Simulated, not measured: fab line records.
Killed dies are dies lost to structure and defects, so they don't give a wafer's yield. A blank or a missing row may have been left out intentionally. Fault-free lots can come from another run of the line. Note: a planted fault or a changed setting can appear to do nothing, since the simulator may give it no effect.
One fault seen from 2 desks + flow gf180mcu + what lay behind the numbers comes last; until then each desk has only its own

## FOR THE TOOL OWNER'S DESK: implanter-02
For each lot that ran on this tool, the mean over its sampled wafers that have a number, from the tool's own readings at GF_NSD_IMPLANT_09. If a lot's mean is further than 4 standard deviations from the usual mean, the lot is out of limits and carries the mark OUT (the distance appears in the brackets).
Columns: A = dose_ions_cm2 at GF_NSD_IMPLANT_09, usual 4.002e+15; B = faraday_current_uA at GF_NSD_IMPLANT_09, usual 11428
| lot  | first seen here | A                           | B     |
|------|-----------------|-----------------------------|-------|
| L542 | day 13 20:19    | 4.002e+15                   | 9934  |
| L545 | day 14 16:01    | 3.995e+15                   | 10113 |
| L549 | day 15 16:35    | 3.998e+15                   | 10075 |
| L557 | day 18 12:15    | 4.861e+15 (+99 or more) OUT | 10284 |
| L558 | day 18 17:05    | 4.860e+15 (+99 or more) OUT | 10072 |
This desk's verdict: out of limits on L557, L558, starting with L557 at day 18 12:15 (dose_ions_cm2 at GF_NSD_IMPLANT_09). In limits: L542, L545, L549.

## THE METROLOGY DESK
Means of the sampled wafers that have a number, per lot and without regard to the tool the lot ran on: this is what the gauges read. If a lot's mean is further than 4 standard deviations from the usual mean, the lot is out of limits and carries the mark OUT (the distance appears in the brackets).
Columns: A = cd_nm at GF_NSD_CD_MEAS_07, usual 399.5 nm; B = cd_nm at GF_PSD_CD_MEAS_07, usual 400.1 nm; C = PSD_OVL at GF_PSD_OVL_MEAS_08, usual 0.1 nm; D = NSD_RS at GF_PSD_RS_MEAS_14, usual 46.08 ohm/sq
| lot  | first seen here | A     | B     | C    | D               |
|------|-----------------|-------|-------|------|-----------------|
| L542 | day 13 20:09    | 395.9 | 400.4 | -0.5 | 46.10           |
| L543 | day 13 22:19    | 398.6 | 403.4 | 0.7  | 46.12           |
| L545 | day 14 15:51    | 396.8 | 398.9 | -1.3 | 46.15           |
| L546 | day 14 20:47    | 401.3 | 403.3 | -0.3 | 46.08           |
| L547 | day 14 22:01    | 394.7 | 401.4 | 0.4  | 46.04           |
| L549 | day 15 16:26    | 398.5 | 400.5 | 0.4  | 46.16           |
| L554 | day 17 15:13    | 402.1 | 398.7 | 0.5  | 46.11           |
| L555 | day 18 02:22    | 397.1 | 401.3 | -0.2 | 45.99           |
| L557 | day 18 11:50    | 398.8 | 399.0 | 1.5  | 45.01 (-13) OUT |
| L558 | day 18 16:55    | 404.4 | 400.4 | -1.4 | 45.07 (-13) OUT |
| L562 | day 20 06:43    | 401.7 | 401.2 | -2.6 | 46.18           |
| L564 | day 21 00:18    | 402.4 | 400.2 | 1.0  | 46.21           |
This desk reports L557, L558 out of limits; the earliest was L557 at day 19 13:26 (NSD_RS at GF_PSD_RS_MEAS_14). In limits: L542, L543, L545, L546, L547, L549, L554, L555, L562, L564.

## TAKEN TOGETHER
An alarm could have come from the tool owner's desk at day 18 12:15, on L557, L558.
Metrology desk: alarm possible at day 19 13:26 on L557, L558.
On implanter-02, each named lot ran GF_NSD_IMPLANT_09.

## WHAT THE SIMULATOR HAD PUT IN
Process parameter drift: implanter-02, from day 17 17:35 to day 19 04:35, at GF_NSD_IMPLANT_09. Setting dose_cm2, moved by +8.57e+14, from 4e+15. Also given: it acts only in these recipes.
Shown lots that were struck: L557, L558.
Fault start to first reading out of limits, in hours, per desk: tool owner, 19; metrology, 44.
